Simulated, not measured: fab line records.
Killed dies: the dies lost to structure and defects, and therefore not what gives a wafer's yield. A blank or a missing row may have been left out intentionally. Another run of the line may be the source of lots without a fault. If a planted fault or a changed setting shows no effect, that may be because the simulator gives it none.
What tool caused it?	flow sfq line	7 lots, 20 wafers sampled, at 4 steps of a route of 325

WHAT THE GAUGES READ, wafer by wafer
SFQ_M8_OVL_MEAS_948.
lot	measured	on	M8_OVL (nm)
L450	day 71 22:44	overlay-02	-9 -10 -3
L455	day 73 11:20	overlay-02	0 -1 5
L462	day 80 09:46	overlay-01	9 5
L465	day 81 11:57	overlay-01	-4 -5 -1
L468	day 83 00:53	overlay-02	-8 -1 -4
L470	day 83 09:17	overlay-01	-7 7 -8
L472	day 83 14:06	overlay-01	12 6 10

WHAT TOOL EACH LOT RAN ON (gives the tool, then ch and the chambers of the sampled wafers, and finally the start)
lot	SFQ_TRILAYER_I1_VIA_STRIP_STRIP_053	SFQ_TRILAYER_I3_VIA_BARC_OPEN_VIA_ETCH_121	SFQ_TRILAYER_I7_VIA_BARC_OPEN_VIA_ETCH_260
L450	rie metal-04 ch 0,1, day 21 01:04	rie diel-01 ch 1,2,3, day 35 01:37	rie diel-03 ch 0,3, day 71 03:47
L455	rie metal-04 ch 0, day 26 02:59	rie diel-02 ch 1,2,3, day 39 07:46	rie diel-03 ch 1,2,3, day 73 06:31
L462	rie metal-01 ch 0,1, day 28 10:40	rie diel-02 ch 0, day 41 21:33	rie diel-04 ch 0,3, day 77 02:00
L465	rie metal-04 ch 0,1, day 29 11:25	rie diel-04 ch 0,1, day 42 20:09	rie diel-02 ch 1,2, day 78 01:08
L468	rie metal-04 ch 0,1, day 30 07:49	rie diel-01 ch 0,1,2, day 43 13:04	rie diel-03 ch 1,2, day 80 04:42
L470	rie metal-02 ch 0,1, day 30 17:37	rie diel-01 ch 0,2,3, day 44 09:28	rie diel-03 ch 0,1, day 80 14:18
L472	rie metal-02 ch 0,1, day 31 03:13	rie diel-02 ch 0,1,2, day 44 17:52	rie diel-02 ch 1,2,3, day 80 19:06
- SFQ_TRILAYER_I1_VIA_STRIP_STRIP_053: strips in O2.
- SFQ_TRILAYER_I3_VIA_BARC_OPEN_VIA_ETCH_121: etches BARC in O2, target depth 125 nm, time 41.7 s.
- SFQ_TRILAYER_I7_VIA_BARC_OPEN_VIA_ETCH_260: etches BARC in O2, target depth 125 nm, time 41.7 s.

THE ANSWER, worked out from the rows above alone
Rule: the usual values come from the lots themselves. The widest of any qualifying gaps counts: lots, ordered by their means at a reading, are off when they make up no more than a third of the lots, leave a main group of 4 or more, and stand apart from it by 3 or more times the standard deviation of that group's means. A main group is skipped when, at the precision printed for the reading in the tables above, its means are all equal. A lot without any number at a reading at which 4 lots or more have one is off too. Any other lot the step has rows for is counted as sound.
No lot is off at any reading shown: from this, nothing can be told.

WHAT THE SIMULATOR PUT IN
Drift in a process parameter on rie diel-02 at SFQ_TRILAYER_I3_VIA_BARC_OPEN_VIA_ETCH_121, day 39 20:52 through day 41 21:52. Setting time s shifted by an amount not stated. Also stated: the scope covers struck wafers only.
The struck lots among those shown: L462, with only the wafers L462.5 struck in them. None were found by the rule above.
